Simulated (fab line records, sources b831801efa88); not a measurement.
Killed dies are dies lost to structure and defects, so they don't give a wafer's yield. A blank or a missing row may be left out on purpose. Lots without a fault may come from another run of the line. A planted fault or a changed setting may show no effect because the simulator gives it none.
fab line records | flow sky130
record lots=6 wafers=17 last_day=51
route steps=708 shown METAL2@495 VIA2@507
lots that met no fault: from a run of the same line without faults
start_h: hours from the record's first day to the start of the lot's first wafer shown | wait_h: hours since the lot's step before | " the same as in the row above | L1.1+2: a row that stands for several wafers | - no value, or no start given | * or withheld: withheld | < > ~ a bound
route shown NAME@n: a module of which the file shows steps, and the number in the route of the first | usual: mean/standard deviation of fault-free wafers | same: alike in all rows | chamber/n: place in a boat | sites: the reading at each site | _std_site: their standard deviation | _edge_site: outer sites' mean less inner sites' | radius_mm: how far each site lies from the wafer's centre | mask NAME#n: copy n | behind: the tool/chamber that last shaped the wafer | hold: why the lot was held/for how many hours/how that ended | device: the transistor (n, p or np) that didn't switch | end of line: the same wafers' tests at the end of the route | a step without rows: its recipe alone | killed: dies lost to structure and defects at the first sort, not the wafer's yield | map: a wafer's dies, x killed, . not, _ none there
set.NAME: the setting as run; set.NAME@STEP: as run at that earlier step | model.NAME: the simulator's own value behind a step, which no gauge read
lots at some steps of the route; a table a step, a row a wafer
services: from which hour (start_h, from the record's first day; less than 0 if before it) a tool's chamber was out of use, for how many hours, and why
## steps
# step SKY_METAL2_EXPOSE_12
# recipe mask_id=MM2 na=0.8 source_shape=annular sigma_inner=0.55 sigma_outer=0.85 target_cd_nm=140 dose_mj=28
# step SKY_METAL2_PEB_13
# recipe peb_temp_c=withheld peb_time_s=withheld resist=KrF-thick
# step SKY_METAL2_DEVELOP_14
# recipe develop_time_s=60 resist=KrF-thick dev_temp_c=21
# step SKY_METAL2_CD_MEAS_15
# recipe target_cd_nm=140
# usual cd_nm=140.4/1.6
# columns lot.wafer tool chamber start_h wait_h cd_nm
L716.1 cd_sem-02 - 843.99 - 140.5
L716.5 " - " " 140.9
L716.6 " - " " 139.7
L722.4 cd_sem-01 - 892.23 - 142.8
L722.5 " - " " 141.6
L722.6 " - " " 141.4
L727.2 cd_sem-01 - 924.93 - 139.4
L727.6 " - " " 139.0
L729.4 cd_sem-02 - 939.75 - 140.8
L729.5 " - " " 139.7
L729.6 " - " " 139.6
L730.1 cd_sem-02 - 948.29 - 141.6
L730.2 " - " " 142.6
L730.3 " - " " 142.4
L738.2 cd_sem-01 - 996.79 - 138.9
L738.5 " - " " 139.6
L738.6 " - " " 138.3
# step SKY_METAL2_OVL_MEAS_16
# usual METAL2_OVL=-1/6.4
# columns lot.wafer tool chamber start_h wait_h METAL2_OVL[nm]
L716.1 overlay-01 - 844.11 0.1 3
L716.5 " - " " 4
L716.6 " - " " 1
L722.4 overlay-02 - 892.30 0.1 -5
L722.5 " - " " -6
L722.6 " - " " 2
L727.2 overlay-01 - 925.04 0.1 -2
L727.6 " - " " -7
L729.4 overlay-02 - 939.83 0.1 -6
L729.5 " - " " -9
L729.6 " - " " -4
L730.1 overlay-01 - 948.41 0.1 5
L730.2 " - " " -1
L730.3 " - " " 1
L738.2 overlay-01 - 996.89 0.1 -1
L738.5 " - " " -5
L738.6 " - " " -5
# step SKY_METAL2_DESCUM_17
# recipe chemistry=O2 source_power_w=150 bias_power_w=0 pressure_mtorr=10 temp_c=40 time_s=8
# usual drypump_motor_current_A=5.8/0.36 oes_product_au=0.990/0.013
# columns lot.wafer tool chamber start_h wait_h drypump_motor_current_A oes_product_au rf_hours_counter_h
L716.1 rie_metal-04 1 844.15 0.0 5.2 0.986 5
L716.5 " 0 " " 6.3 0.981 -
L716.6 " 1 " " 5.2 0.976 -
L722.4 rie_metal-03 1 892.33 0.0 5.4 0.993 -
L722.5 " 0 " " 6.3 0.989 -
L722.6 " 1 " " 5.4 0.979 -
L727.2 rie_metal-04 0 925.07 0.0 6.3 0.986 16
L727.6 " 1 " " 5.2 0.979 -
L729.4 rie_metal-03 0 939.86 0.0 6.3 0.983 -
L729.5 " 0 " " 6.3 0.986 -
L729.6 " 1 " " 5.4 0.973 -
L730.1 rie_metal-01 1 948.45 0.0 5.8 0.993 6
L730.2 " 0 " " 5.7 1.007 3
L730.3 " 0 " " 5.7 1.006 -
L738.2 rie_metal-01 1 996.92 0.0 5.7 0.987 9
L738.5 " 0 " " 5.6 1.017 -
L738.6 " 1 " " 5.7 1.003 -
# step SKY_METAL2_ETCH_18
# recipe chemistry=N2/H2 target=BARC ion_energy_ev=200 bias_w=100 pressure_mtorr=30 n2_flow_sccm=100 h2_flow_sccm=200 icp_w=500 stop_on=SiO2 time_s=45.9 target_depth_a=600
# usual drypump_motor_current_A=5.8/0.36 h2_flow_sccm=199.9/0.62 oes_product_au=0.855/0.0045 throttle_valve_pct=13.225/0.01
# columns lot.wafer tool chamber start_h wait_h drypump_motor_current_A h2_flow_sccm oes_product_au rf_hours_counter_h throttle_valve_pct
L716.1 rie_metal-04 1 844.18 0.0 5.2 201.3 0.861 5 13.221
L716.5 " 0 " " 6.3 199.8 0.856 - 13.220
L716.6 " 1 " " 5.2 200.0 0.862 - 13.248
L722.4 rie_metal-03 1 892.37 0.0 5.4 198.9 0.857 - 13.232
L722.5 " 0 " " 6.2 199.4 0.853 - 13.229
L722.6 " 1 " " 5.4 200.5 0.852 - 13.217
L727.2 rie_metal-04 0 925.10 0.0 6.3 200.1 0.855 16 13.232
L727.6 " 1 " " 5.2 201.1 0.855 - 13.222
L729.4 rie_metal-03 0 939.90 0.0 6.3 201.1 0.844 - 13.230
L729.5 " 0 " " 6.2 201.6 0.857 - 13.213
L729.6 " 1 " " 5.4 198.7 0.858 - 13.210
L730.1 rie_metal-01 1 948.48 0.0 5.7 199.5 0.853 6 13.204
L730.2 " 0 " " 5.6 200.8 0.851 3 13.214
L730.3 " 0 " " 5.7 200.4 0.859 - 13.227
L738.2 rie_metal-01 1 996.95 0.0 5.8 199.0 0.846 9 13.238
L738.5 " 0 " " 5.7 200.1 0.855 - 13.220
L738.6 " 1 " " 5.8 199.9 0.852 - 13.229
# step SKY_METAL2_METAL_ETCH_19
# recipe target_depth_a=3600 stop_on=SiO2 over_etch_frac=0.3 time_s=78 chemistry=Cl2/BCl3 resist_sidewall_deg=88 pressure_mtorr=10 icp_w=900 bias_w=48.5 Cl2_flow_sccm=60 bcl3_flow_sccm=30
# usual drypump_motor_current_A=5.7/0.36 oes_product_au=0.856/0.0054 throttle_valve_pct=22.265/0.0093
# same over_etch_frac=0.3
# columns lot.wafer tool chamber start_h wait_h drypump_motor_current_A oes_product_au rf_hours_counter_h throttle_valve_pct
L716.1 rie_metal-04 1 844.24 0.0 5.2 0.865 6 22.278
L716.5 " 0 " " 6.3 0.852 - 22.264
L716.6 " 1 " " 5.2 0.857 - 22.270
L722.4 rie_metal-03 1 892.45 0.1 5.4 0.869 - 22.268
L722.5 " 0 " " 6.3 0.860 - 22.275
L722.6 " 1 " " 5.4 0.849 - 22.252
L727.2 rie_metal-04 0 925.17 0.0 6.3 0.849 16 22.264
L727.6 " 1 " " 5.2 0.856 - 22.253
L729.4 rie_metal-03 0 939.97 0.1 6.2 0.862 - 22.265
L729.5 " 0 " " 6.2 0.849 - 22.266
L729.6 " 1 " " 5.4 0.846 - 22.262
L730.1 rie_metal-01 1 948.54 0.0 5.7 0.857 6 22.275
L730.2 " 0 " " 5.7 0.860 3 22.237
L730.3 " 0 " " 5.6 0.855 - 22.253
L738.2 rie_metal-01 1 997.02 0.0 5.7 0.853 9 22.265
L738.5 " 0 " " 5.6 0.863 - 22.269
L738.6 " 1 " " 5.7 0.853 - 22.264
# step SKY_METAL2_STRIP_20
# recipe chemistry=O2/N2 power_w=1400 pressure_mtorr=1500 platen_temp_c=withheld o2_flow_sccm=3000 n2_flow_sccm=300 overash_fraction=0.5
# usual drypump_motor_current_A=5.5/0.42 oes_product_au=0.345/0.005 strip_time_to_endpoint_s=2.75/0.061
# columns lot.wafer tool chamber start_h wait_h drypump_motor_current_A oes_product_au rf_hours_counter_h strip_time_to_endpoint_s
L716.1 plasma_asher-02 0 844.33 0.1 5.5 0.349 102 2.82
L716.5 " 0 " " 5.5 0.342 - 2.82
L716.6 " 1 " " 5.2 0.348 - 2.80
L722.4 plasma_asher-03 0 892.54 0.1 5.4 0.341 - 2.85
L722.5 " 1 " " 6.1 0.350 - 2.79
L722.6 " 0 " " 5.3 0.344 - 2.83
L727.2 plasma_asher-03 1 925.26 0.1 6.2 0.349 47 2.76
L727.6 " 0 " " 5.4 0.349 - 2.77
L729.4 plasma_asher-02 0 940.07 0.1 5.5 0.351 - 2.77
L729.5 " 0 " " 5.5 0.350 - 2.74
L729.6 " 1 " " 5.1 0.344 - 2.78
L730.1 plasma_asher-03 1 948.63 0.1 6.1 0.355 49 2.70
L730.2 " 0 " " 5.3 0.349 49 2.65
L730.3 " 1 " " 6.1 0.345 - 2.67
L738.2 plasma_asher-03 1 997.11 0.1 6.1 0.349 54 2.77
L738.5 " 0 " " 5.4 0.341 - 2.61
L738.6 " 1 " " 6.2 0.346 - 2.78
# step SKY_METAL2_STRIP_21
# recipe chemistry=post_etch_residue_remover time_s=1200 temp_c=72.5
# step SKY_METAL2_CLEAN_22
# recipe chemistry=IPA time_s=180 temp_c=25
# step SKY_METAL2_CLEAN_23
# recipe chemistry=O3/DIW dry=n2_spin
# step SKY_VIA2_HDPCVD_00
# recipe material=SiO2 target_thk_nm=1180 sigma_open_frac=0.3 time_s=196.7 temp_c=400 sih4_flow_sccm=60 pressure_mtorr=6
# usual pressure_mtorr=6.001/0.012 run_length_s=224.6/0.61
# columns lot.wafer tool chamber start_h wait_h pressure_mtorr run_length_s model.SiO2_of_VIA2_HDPCVD_00.thk_nm
L716.1 hdpcvd-01 2 845.02 0.0 5.990 224.9 1174
L716.5 " 2 " " 5.993 224.0 1187
L716.6 " 1 " " 5.987 224.4 1209
L722.4 hdpcvd-02 0 893.16 0.1 6.002 223.9 1167
L722.5 " 0 " " 6.006 223.6 1172
L722.6 " 1 " " 6.002 225.1 1161
L727.2 hdpcvd-02 1 925.85 0.0 5.990 180.7 899.2
L727.6 " 0 " " 6.006 179.2 919.2
L729.4 hdpcvd-02 2 940.72 0.1 5.999 224.2 1210
L729.5 " 0 " " 6.003 223.7 1182
L729.6 " 1 " " 6.015 180.2 911.7
L730.1 hdpcvd-01 1 949.23 0.0 6.006 224.4 1198
L730.2 " 2 " " 5.998 224.4 1166
L730.3 " 0 " " 6.033 225.1 1191
L738.2 hdpcvd-01 0 997.70 0.0 5.997 225.4 1218
L738.5 " 2 " " 5.987 224.5 1183
L738.6 " 1 " " 6.028 224.7 1200
# step SKY_VIA2_THK_MEAS_01
# recipe reads=SiO2_of_VIA2_HDPCVD_00
# usual VIA2_HDPCVD_THK=1186/13
# columns lot.wafer tool chamber start_h wait_h hold VIA2_HDPCVD_THK[nm]
L716.1 film_metro-01 - 845.14 0.1 - 1174
L716.5 " - " " - 1189
L716.6 " - " " - 1210
L722.4 film_metro-03 - 893.32 0.1 - 1166
L722.5 " - " " - 1172
L722.6 " - " " - 1160
L727.2 film_metro-03 - 925.98 0.1 await_dispo/0.2h/release 899
L727.6 " - " " await_dispo/0.2h/release 919
L727.2 film_metro-03 - 926.21 0.2 - 900
L727.6 " - " " - 920
L729.4 film_metro-01 - 940.81 0.0 await_dispo/0.2h/release 1210
L729.5 " - " " await_dispo/0.2h/release 1182
L729.6 " - " " await_dispo/0.2h/release 912
L729.4 film_metro-01 - 941.05 0.2 - 1211
L729.5 " - " " - 1182
L729.6 " - " " - 911
L730.1 film_metro-03 - 949.36 0.1 - 1198
L730.2 " - " " - 1166
L730.3 " - " " - 1190
L738.2 film_metro-03 - 997.83 0.1 - 1218
L738.5 " - " " - 1183
L738.6 " - " " - 1200
# step SKY_VIA2_CMP_02
# recipe material=SiO2 down_force_psi=4 platen_rpm=60 pad_velocity_m_s=0.94248
# usual motor_current_A=11.9/0.8
# columns lot.wafer tool chamber start_h wait_h hold motor_current_A
L716.1 cmp-01 3 845.31 0.2 - 12.4
L716.5 " 1 " " - 12.3
L716.6 " 2 " " - 11.1
L722.4 cmp-01 3 893.40 0.1 - 13.3
L722.6 " 2 " " - 11.3
L722.5 " 3 " " - 12.8
L727.2 cmp-01 3 934.77 8.5 await_dispo/7.9h/release 13.1
L727.6 " 3 " " await_dispo/7.9h/release 13.1
L729.4 cmp-02 1 944.77 3.7 await_dispo/3.4h/release 11.8
L729.6 " 2 " " await_dispo/3.4h/release 10.9
L729.5 " 3 " " await_dispo/3.4h/release 11.4
L730.2 cmp-01 3 949.47 0.1 - 13.4
L730.1 " 0 " " - 11.6
L730.3 " 1 " " - 11.8
L738.2 cmp-02 0 998.03 0.2 - 12.7
L738.5 " 1 " " - 11.4
L738.6 " 2 " " - 10.7
## services
# columns tool chamber start_h hours kind
rie_metal-04 - 821.41 0.3 repair
rie_metal-04 - 833.85 0.6 repair
hdpcvd-01 - 836.47 4.0 repair
cmp-02 - 844.01 6.1 repair
rie_metal-01 - 845.10 1.6 repair
plasma_asher-03 - 846.60 2.8 pm
cmp-01 - 853.43 0.9 repair
rie_metal-01 0 862.23 - clean
rie_metal-01 0 862.23 22.7 scheduled_down
cmp-02 - 862.74 19.6 pm
hdpcvd-02 1 872.82 2.2 repair
cmp-01 - 882.59 5.5 pm
hdpcvd-01 - 887.43 0.6 repair
cmp-02 - 892.65 5.4 pm
hdpcvd-02 2 892.97 11.5 repair
cmp-02 - 912.07 4.0 pm
cmp-02 - 912.90 1.0 repair
cmp-01 - 916.07 5.4 pm
cmp-02 - 922.56 6.5 repair
rie_metal-03 0 925.01 1.5 repair
hdpcvd-02 - 950.25 15.0 pm
cmp-01 - 967.33 6.7 repair
hdpcvd-02 - 981.47 1.0 repair
cmp-02 - 982.08 4.1 repair
## key
first_sign step=SKY_VIA2_HDPCVD_00 reading=run_length_s direction=down sigmas=73 usual=* struck=*
effect step=SKY_VIA2_THK_MEAS_01 reading=visit direction=added
effect step=SKY_VIA2_THK_MEAS_01 reading=VIA2_HDPCVD_THK direction=down sigmas=21 usual=1186 struck=910
model_effect step=SKY_VIA2_HDPCVD_00 value=SiO2_of_VIA2_HDPCVD_00.thk_nm without=1178 struck=910
met_at SKY_VIA2_HDPCVD_00
struck_wafers L727.2,L727.6,L729.6
onset_between 893.16 925.85
fault kind=process_parameter_drift tool=hdpcvd-02 chamber=- onset_h=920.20 steps=SKY_VIA2_HDPCVD_00 channel=time_s offset=* shape=step end_h=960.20 scope=struck_wafers_only acts_in=* stated=*
